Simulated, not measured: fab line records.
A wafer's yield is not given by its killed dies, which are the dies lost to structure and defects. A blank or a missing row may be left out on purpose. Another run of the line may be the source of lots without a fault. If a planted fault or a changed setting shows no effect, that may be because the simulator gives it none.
Shared-tool check | flow sky130 | Lots sampled 9, wafers sampled 27

THE REASON FOR OPENING IT
2 of 9 lots carry a flag on the reading CAP2M_TIN_RS at SKY_CAP2M_RS_MEAS_03. Fault-free wafers read 6.91 ohm/sq, with a standard deviation of 0.074.
Rule: flag the lot when none of its wafers has a number, or when each of its wafers that has one lies beyond 4 standard deviations from that mean. As for the other lots, they are considered sound.

lot  | measured     | on            | CAP2M_TIN_RS (ohm/sq), wafer by wafer | flag
L733 | day 40 18:05 | film-metro-03 | 6.92 6.88 7.03                        |
L734 | day 41 07:31 | film-metro-01 | 6.79 6.81 6.81                        |
L737 | day 42 04:37 | film-metro-04 | 7.02 6.93 7.01                        |
L739 | day 42 17:46 | film-metro-01 | 6.92 6.88 6.90                        |
L744 | day 44 10:07 | film-metro-03 | 7.42 7.53 7.45                        | FLAGGED
L747 | day 44 23:16 | film-metro-04 | 7.44 7.51 7.36                        | FLAGGED
L748 | day 45 06:03 | film-metro-01 | 6.93 7.01 6.99                        |
L750 | day 45 08:22 | film-metro-04 | 6.86 6.92 6.82                        |
L751 | day 45 18:44 | film-metro-03 | 6.90 6.97 6.93                        |
The numbers of the flagged lots are 7.45 ohm/sq on average: +0.54 ohm/sq against the usual, or +7 standard deviations.

WHICH TOOL EACH LOT WENT THROUGH
The record holds 4 process steps before the reading, out of a route of 708 steps. Each cell gives the tool, then ch followed by the chambers the sampled wafers passed through, then the start.
lot  | flag    | SKY_METAL3_STRIP_19                  | SKY_METAL4_SPUTTER_02        | SKY_METAL4_SPUTTER_04        | SKY_CAP2M_SPUTTER_02
L733 |         | plasma-asher-04 ch 0,1, day 39 14:07 | pvd-sputter-03, day 40 17:46 | pvd-sputter-03, day 40 17:49 | pvd-sputter-01, day 40 17:57
L734 |         | plasma-asher-04 ch 0, day 40 04:52   | pvd-sputter-02, day 41 07:11 | pvd-sputter-02, day 41 07:15 | pvd-sputter-04, day 41 07:23
L737 |         | plasma-asher-04 ch 0, day 41 02:32   | pvd-sputter-02, day 42 04:19 | pvd-sputter-02, day 42 04:22 | pvd-sputter-04, day 42 04:30
L739 |         | plasma-asher-04 ch 0,1, day 41 14:17 | pvd-sputter-04, day 42 17:28 | pvd-sputter-04, day 42 17:31 | pvd-sputter-01, day 42 17:40
L744 | FLAGGED | plasma-asher-03 ch 0,1, day 43 08:50 | pvd-sputter-02, day 44 09:49 | pvd-sputter-02, day 44 09:52 | pvd-sputter-04, day 44 10:01
L747 | FLAGGED | plasma-asher-04 ch 0,1, day 43 21:41 | pvd-sputter-02, day 44 22:57 | pvd-sputter-02, day 44 23:01 | pvd-sputter-04, day 44 23:08
L748 |         | plasma-asher-02 ch 0,1, day 44 05:02 | pvd-sputter-03, day 45 05:45 | pvd-sputter-03, day 45 05:49 | pvd-sputter-02, day 45 05:56
L750 |         | plasma-asher-03 ch 0,1, day 44 07:35 | pvd-sputter-04, day 45 08:02 | pvd-sputter-04, day 45 08:06 | pvd-sputter-02, day 45 08:14
L751 |         | plasma-asher-02 ch 0,1, day 44 18:20 | pvd-sputter-04, day 45 18:26 | pvd-sputter-04, day 45 18:29 | pvd-sputter-01, day 45 18:37
These steps, and what they do:
- SKY_METAL3_STRIP_19: strips in O2/N2.
- SKY_METAL4_SPUTTER_02: material AlCu, target thk 735 nm, time 39.1 s.
- SKY_METAL4_SPUTTER_04: material TiN, target thk 70 nm, time 58.3 s.
- SKY_CAP2M_SPUTTER_02: material TiN, target thk 200 nm, time 166.7 s.
- SKY_CAP2M_RS_MEAS_03: measures by four-point-probe.

FLAGGED AGAINST TOTAL, ONE TOOL AT A TIME (gauges that did the reading follow at the end)
step                  | tool            | lots run | flagged | share of the flagged lots | sound lots run after its first flagged lot
SKY_METAL3_STRIP_19   | plasma-asher-02 | 2        | 0       | none                      | -
SKY_METAL3_STRIP_19   | plasma-asher-03 | 2        | 1       | some                      | 1 (L750)
SKY_METAL3_STRIP_19   | plasma-asher-04 | 5        | 1       | some                      | 0
SKY_METAL4_SPUTTER_02 | pvd-sputter-02  | 4        | 2       | all                       | 0
SKY_METAL4_SPUTTER_02 | pvd-sputter-03  | 2        | 0       | none                      | -
SKY_METAL4_SPUTTER_02 | pvd-sputter-04  | 3        | 0       | none                      | -
SKY_METAL4_SPUTTER_04 | pvd-sputter-02  | 4        | 2       | all                       | 0
SKY_METAL4_SPUTTER_04 | pvd-sputter-03  | 2        | 0       | none                      | -
SKY_METAL4_SPUTTER_04 | pvd-sputter-04  | 3        | 0       | none                      | -
SKY_CAP2M_SPUTTER_02  | pvd-sputter-01  | 3        | 0       | none                      | -
SKY_CAP2M_SPUTTER_02  | pvd-sputter-02  | 2        | 0       | none                      | -
SKY_CAP2M_SPUTTER_02  | pvd-sputter-04  | 4        | 2       | all                       | 0
SKY_CAP2M_RS_MEAS_03  | film-metro-01   | 3        | 0       | none                      | -
SKY_CAP2M_RS_MEAS_03  | film-metro-03   | 3        | 1       | some                      | 1 (L751)
SKY_CAP2M_RS_MEAS_03  | film-metro-04   | 3        | 1       | some                      | 1 (L750)

WHAT THE TABLE ALLOWS
Rows of the table that ran every flagged lot, 3 in all: pvd-sputter-02 at SKY_METAL4_SPUTTER_02, pvd-sputter-02 at SKY_METAL4_SPUTTER_04, pvd-sputter-04 at SKY_CAP2M_SPUTTER_02.
- pvd-sputter-02 at SKY_METAL4_SPUTTER_02 ran 4 lots, 2 of them flagged. Last sound lot L737 at day 42 04:19, first flagged lot L744 at day 44 09:49; a fault beginning in between fits.
- pvd-sputter-02 at SKY_METAL4_SPUTTER_04 ran 4 lots, 2 of them flagged. Last sound lot L737 at day 42 04:22, first flagged lot L744 at day 44 09:52; a fault beginning in between fits.
- pvd-sputter-04 at SKY_CAP2M_SPUTTER_02 ran 4 lots, 2 of them flagged. Last sound lot L737 at day 42 04:30, first flagged lot L744 at day 44 10:01; a fault beginning in between fits. Its own readings lie more than 4 standard deviations out on every wafer of the flagged lots: chamber-pressure-pa, throttle-valve-pct.
A lot count leaves these 2 tools indistinguishable: every one of them fits a fault beginning at some hour. More lots, or a look at what each step does to the wafer, might.

WHAT THE SIMULATOR PUT IN
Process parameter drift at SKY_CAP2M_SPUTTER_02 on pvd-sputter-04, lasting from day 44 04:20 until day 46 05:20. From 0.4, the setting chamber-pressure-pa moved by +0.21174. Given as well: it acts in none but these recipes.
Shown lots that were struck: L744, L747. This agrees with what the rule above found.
